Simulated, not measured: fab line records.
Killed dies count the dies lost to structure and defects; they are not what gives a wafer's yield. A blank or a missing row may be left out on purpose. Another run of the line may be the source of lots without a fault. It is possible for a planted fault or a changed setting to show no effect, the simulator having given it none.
The tool behind it: which one?    flow sky130    24 lots with 72 wafers sampled at 4 steps, on a route of 708 steps

## WHAT THE GAUGES READ, wafer by wafer
SKY_PWDE_TW_MEAS_10. Usual: PWDE_TW gives 375 (standard deviation 5.5).
lot   measured     on             PWDE_TW      flag
L074  day 4 00:28  film_metro-02  371 371 371  
L075  day 4 04:50  film_metro-02  371 371 372  
L076  day 4 08:53  film_metro-01  368 372 369  
L077  day 4 16:22  film_metro-03  380 381 381  
L078  day 4 21:32  film_metro-01  367 370 367  
L079  day 5 01:10  film_metro-03  381 382 382  
L080  day 5 05:33  film_metro-01  370 371 373  
L081  day 5 12:49  film_metro-03  379 382 381  
L082  day 5 17:06  film_metro-03  382 381 381  
L083  day 6 03:54  film_metro-03  382 381 380  
L084  day 6 04:43  film_metro-03  382 380 381  
L085  day 6 09:55  film_metro-03  380 382 382  
L086  day 6 14:32  film_metro-03  381 383 381  
L087  day 6 19:03  film_metro-02  372 372 371  
L088  day 7 08:04  film_metro-01  370 371 369  
L089  day 7 15:31  film_metro-01  372 373 371  
L090  day 7 16:31  film_metro-02  374 372 372  
L091  day 7 21:10  film_metro-02  372 371 371  
L092  day 8 04:16  film_metro-01  368 368 368  
L093  day 8 07:43  film_metro-02  374 374 374  
L094  day 8 15:44  film_metro-03  379 378 382  
L095  day 8 19:35  film_metro-01  368 369 368  
L096  day 9 00:11  film_metro-02  374 373 374  
L097  day 9 03:03  film_metro-03  382 382 383  

SKY_METAL1_CD_MEAS_15: target cd 140 nm. Usual: cd_nm 139.8 nm, standard deviation 1.7.
lot   measured      on         cd_nm (nm)         flag
L074  day 32 23:10  cd_sem-02  141.4 140.2 142.0  
L075  day 33 06:08  cd_sem-02  140.2 139.2 140.5  
L076  day 33 12:25  cd_sem-01  141.3 139.5 138.8  
L077  day 33 17:46  cd_sem-02  139.8 139.4 139.6  
L078  day 34 04:34  cd_sem-02  141.0 140.7 140.7  
L079  day 34 11:37  cd_sem-02  139.5 138.5 138.8  
L080  day 34 19:43  cd_sem-01  141.3 139.5 139.6  
L081  day 35 06:36  cd_sem-02  140.5 139.4 138.6  
L082  day 35 15:37  cd_sem-02  142.7 143.6 141.9  
L083  day 36 02:52  cd_sem-01  138.5 137.9 139.1  
L084  day 36 03:26  cd_sem-01  138.7 141.2 139.1  
L085  day 36 11:05  cd_sem-01  141.0 140.2 140.5  
L086  day 36 15:27  cd_sem-01  138.5 138.6 138.8  
L087  day 36 20:14  cd_sem-01  139.9 140.1 140.8  
L088  day 37 14:52  cd_sem-02  136.0 134.2 136.7  
L089  day 38 02:35  cd_sem-01  142.8 140.7 140.8  
L090  day 38 02:55  cd_sem-02  139.9 138.6 137.9  
L091  day 38 09:28  cd_sem-02  141.2 140.9 140.4  
L092  day 38 15:37  cd_sem-02  142.1 144.8 140.8  
L093  day 38 19:14  cd_sem-01  139.4 138.7 140.1  
L094  day 39 05:43  cd_sem-01  139.3 139.7 140.7  
L095  day 39 06:47  cd_sem-02  137.5 137.5 137.2  
L096  day 39 13:59  cd_sem-01  140.9 140.3 141.5  
L097  day 39 16:12  cd_sem-01  139.5 139.2 138.5  

## EACH LOT AND THE TOOL THAT RAN IT (in order: tool; ch and the chambers of the sampled wafers; start)
lot   SKY_CONTACT_ETCH_16                 SKY_CONTACT_ETCH_17
L074  rie_diel-02 ch 0,2,3, day 31 18:34  rie_diel-02 ch 0,2,3, day 31 18:37
L075  rie_diel-03 ch 1,2,3, day 32 01:10  rie_diel-03 ch 1,2,3, day 32 01:13
L076  rie_diel-03 ch 1,2, day 32 08:25    rie_diel-03 ch 1,2, day 32 08:27
L077  rie_diel-02 ch 0,2, day 32 13:19    rie_diel-02 ch 0,2, day 32 13:21
L078  rie_diel-01 ch 0,1,2, day 33 01:07  rie_diel-01 ch 0,1,2, day 33 01:09
L079  rie_diel-03 ch 0,1,3, day 33 06:54  rie_diel-03 ch 0,1,3, day 33 06:56
L080  rie_diel-01 ch 0,1,3, day 33 15:13  rie_diel-01 ch 0,1,3, day 33 15:16
L081  rie_diel-03 ch 1,2, day 34 02:49    rie_diel-03 ch 1,2, day 34 02:52
L082  rie_diel-01 ch 0,1,2, day 34 11:25  rie_diel-01 ch 0,1,2, day 34 11:28
L083  rie_diel-03 ch 0,1,2, day 34 23:01  rie_diel-03 ch 0,1,2, day 34 23:04
L084  rie_diel-02 ch 0,1,2, day 34 23:58  rie_diel-02 ch 0,1,2, day 35 00:00
L085  rie_diel-02 ch 0,1, day 35 08:06    rie_diel-02 ch 0,1, day 35 08:08
L086  rie_diel-03 ch 0,1,2, day 35 11:52  rie_diel-03 ch 0,1,2, day 35 11:55
L087  rie_diel-02 ch 0,1,2, day 35 17:19  rie_diel-02 ch 0,1,2, day 35 17:22
L088  rie_diel-03 ch 0,2,3, day 36 10:52  rie_diel-03 ch 0,2,3, day 36 10:55
L089  rie_diel-02 ch 0,3, day 36 22:04    rie_diel-02 ch 0,3, day 36 22:07
L090  rie_diel-01 ch 1,2, day 36 22:46    rie_diel-01 ch 1,2, day 36 22:49
L091  rie_diel-01 ch 2,3, day 37 06:40    rie_diel-01 ch 2,3, day 37 06:42
L092  rie_diel-01 ch 2,3, day 37 13:34    rie_diel-01 ch 2,3, day 37 13:36
L093  rie_diel-02 ch 0,1,3, day 37 16:43  rie_diel-02 ch 0,1,3, day 37 16:45
L094  rie_diel-01 ch 2,3, day 38 03:01    rie_diel-01 ch 2,3, day 38 03:03
L095  rie_diel-01 ch 0,1,3, day 38 04:10  rie_diel-01 ch 0,1,3, day 38 04:13
L096  rie_diel-03 ch 0,1,3, day 38 11:22  rie_diel-03 ch 0,1,3, day 38 11:25
L097  rie_diel-03 ch 0,2, day 38 13:34    rie_diel-03 ch 0,2, day 38 13:37
- SKY_CONTACT_ETCH_16: etches BARC in N2/H2, stops on SiO2, time 45.9 s, target depth 60 nm.
- SKY_CONTACT_ETCH_17: etches SiO2 in C4F8/O2/Ar, stops on Si3N4, target depth 340 nm.

## WHAT THE TOOLS THEMSELVES READ (means of the sampled wafers that have a number; where no wafer has one, the mark that the record gives instead)
SKY_CONTACT_ETCH_16. Usual: drypump_motor_current_A 5.6 A, standard deviation 0.49; n2_flow_sccm 100.0 sccm, standard deviation 0.3; oes_product_au 0.855 a.u., standard deviation 0.0044; throttle_valve_pct 13.224 %, standard deviation 0.0088.
lot   tool         drypump_motor_current_A (A)  n2_flow_sccm (sccm)  oes_product_au (a.u.)  throttle_valve_pct (%)  flag
L074  rie_diel-02  5.8                          100.1                0.855                  13.233                  
L075  rie_diel-03  5.3                          100.1                0.855                  13.216                  
L076  rie_diel-03  5.0                          100.1                0.853                  13.232                  
L077  rie_diel-02  5.4                          100.1                0.853                  13.229                  
L078  rie_diel-01  5.9                          99.5                 0.853                  13.224                  
L079  rie_diel-03  5.8                          99.8                 0.854                  13.223                  
L080  rie_diel-01  5.8                          99.8                 0.855                  13.221                  
L081  rie_diel-03  4.9                          100.1                0.853                  13.222                  
L082  rie_diel-01  5.9                          99.9                 0.853                  13.224                  
L083  rie_diel-03  5.4                          99.9                 0.859                  13.215                  
L084  rie_diel-02  5.2                          100.0                0.857                  13.220                  
L085  rie_diel-02  5.1                          99.8                 0.857                  13.211                  
L086  rie_diel-03  5.4                          100.0                0.852                  13.228                  
L087  rie_diel-02  5.3                          99.9                 0.855                  13.236                  
L088  rie_diel-03  5.4                          100.1                0.855                  13.231                  
L089  rie_diel-02  5.5                          100.0                0.852                  13.217                  
L090  rie_diel-01  5.8                          100.3                0.849                  13.217                  
L091  rie_diel-01  5.7                          100.2                0.854                  13.230                  
L092  rie_diel-01  5.7                          100.1                0.855                  13.223                  
L093  rie_diel-02  5.6                          100.1                0.854                  13.222                  
L094  rie_diel-01  5.7                          100.0                0.855                  13.226                  
L095  rie_diel-01  5.8                          100.2                0.855                  13.225                  
L096  rie_diel-03  5.8                          99.9                 0.858                  13.218                  
L097  rie_diel-03  5.5                          99.9                 0.857                  13.223                  

SKY_CONTACT_ETCH_17. Usual: oes_product_au 0.892 a.u., standard deviation 0.0051.
lot   tool         oes_product_au (a.u.)  flag
L074  rie_diel-02  0.892                  
L075  rie_diel-03  0.891                  
L076  rie_diel-03  0.892                  
L077  rie_diel-02  0.894                  
L078  rie_diel-01  0.892                  
L079  rie_diel-03  0.896                  
L080  rie_diel-01  0.894                  
L081  rie_diel-03  0.888                  
L082  rie_diel-01  0.891                  
L083  rie_diel-03  0.887                  
L084  rie_diel-02  0.890                  
L085  rie_diel-02  0.894                  
L086  rie_diel-03  0.895                  
L087  rie_diel-02  0.891                  
L088  rie_diel-03  0.895                  
L089  rie_diel-02  0.891                  
L090  rie_diel-01  0.893                  
L091  rie_diel-01  0.894                  
L092  rie_diel-01  0.891                  
L093  rie_diel-02  0.891                  
L094  rie_diel-01  0.895                  
L095  rie_diel-01  0.896                  
L096  rie_diel-03  0.895                  
L097  rie_diel-03  0.895                  

## THE ANSWER, worked out from the rows above alone
Rule: a lot counts as off when the mean over its wafers that have a number is more than 3 standard deviations away from the usual mean. A lot without any number at a reading at which 4 lots or more have one is off too. Where the step has rows for the other lots, those lots are counted as sound. First the gauges in route order, then the tools' own readings, where a lot's mean is used as printed above. The first step at which some lot is off is used, and at that step the reading that is off furthest; a lot without a number counts as furthest.
No lot is off at any reading shown: from this, nothing can be told.

## WHAT THE SIMULATOR PUT IN
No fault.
